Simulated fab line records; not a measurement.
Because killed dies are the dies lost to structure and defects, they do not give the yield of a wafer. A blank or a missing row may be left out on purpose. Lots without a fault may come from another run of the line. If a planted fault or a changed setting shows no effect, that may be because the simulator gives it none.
Struck lot and sound lot, side by side | flow sky130 | 15 out of 708 route steps
Sound: these wafers, L818.2, L818.3, L818.4. Wafers L826.1, L826.4, L826.5 were the ones struck. The cause comes at the end.
Each step with rows lists, per side, the tool, then ch with its chambers, then its first start. Under that, the readings that differ: sound wafers | struck wafers | difference of the means | sigmas: that difference in standard deviations of wafers without a fault.
alike: readings with means less than 2 such deviations apart, plus words and numbers identical on both sides. not compared: withheld readings, readings lacking a value on some wafer, bounds such as >300 that could conceal the same value, and numbers that have no deviation in the record and whose values overlap.
A row with sigmas, a row that says differs or no value, or rows on one side alone: a step with any of these is where the two part. When numbers do not overlap yet have no deviation, they are printed without sigmas and do not part them. A reading that every wafer of one side lacks parts them only if that side has two wafers or more.

SKY_CAPM_METAL_ETCH_13: etches TiN in Cl2/BCl3, stops on SiO2, target depth 220 nm, time 62.9 s.
  sound on rieMetal-04 ch 0,1, day 37 22:38; struck on rieMetal-03 ch 0,1, day 40 11:15
  alike: drypumpMotorCurrentA, heBacksideLeakSccm, oesProductAu, throttleValvePct
  not compared: rfHoursCounterH
SKY_CAPM_STRIP_14: strips in O2/N2.
  sound on plasmaAsher-02 ch 0,1, day 37 22:43; struck on plasmaAsher-03 ch 0,1, day 40 11:20
  alike: drypumpMotorCurrentA, o2FlowSccm, oesProductAu, stripTimeToEndpointS
  not compared: rfHoursCounterH
then, 10 steps without rows for these wafers: SKY_CAPM_STRIP_15 (strips in post etch residue remover, time 1200 s); SKY_CAPM_CLEAN_16 (cleans in IPA, time 180 s); SKY_CAPM_CLEAN_17 (cleans in O3/DIW); SKY_METAL3_DEHYDRATE_05 (time 60 s); SKY_METAL3_HMDS_06 (prime time 60 s); SKY_METAL3_COAT_07 (resist thk 60 nm); SKY_METAL3_COAT_08 (resist thk 1140 nm); SKY_METAL3_SOFTBAKE_09 (time 90 s); SKY_METAL3_EXPOSE_10 (exposes mask MM3, target cd 300 nm); SKY_METAL3_PEB_11.
SKY_METAL3_DEVELOP_12: develop time 60 s.
  sound on lithoTrack-03 ch 0, day 38 23:00; struck on lithoTrack-03 ch 0, day 41 11:00
reading            | sound             | struck            | difference | sigmas
developerTempC (C) | 20.84 21.12 21.14 | 21.91 21.89 21.70 | +0.80      | +7
SKY_METAL3_CD_MEAS_13: the cd target is 300 nm.
  sound on cdSem-02 at day 39 00:00; struck on cdSem-01 at day 41 12:08
  alike: cdNm
-- the record jumps here: 7 days lie between the struck wafers' starts before and after (it left off in module METAL3 and takes up again in module PAD_OPEN, whose first step shown is number 708 of the route) --
SKY_PAD_OPEN_PROBE_99:
  sound on prober-01 at day 46 03:52; struck on prober-02 at day 48 05:28
  alike: defectLimitedYield, killed_at_M0_to_M3, killed_at_M4_up, killedAtContacts, killedAtFrontEnd, killedAtOther, killedDies, killedOpen, killedShort, sort_bin_3_pad_short, sort_bin_5_function, sort_bin_6_memory, sortNPass, sortYieldPct

## WHERE THEY PART
Within this record, at SKY_METAL3_DEVELOP_12 only. Later steps at which nothing parts them and some readings are alike: SKY_METAL3_CD_MEAS_13, SKY_PAD_OPEN_PROBE_99.

WHY: what had been put in by the simulator
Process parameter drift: lithoTrack-03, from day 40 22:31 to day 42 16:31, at SKY_METAL3_DEVELOP_12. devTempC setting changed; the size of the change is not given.
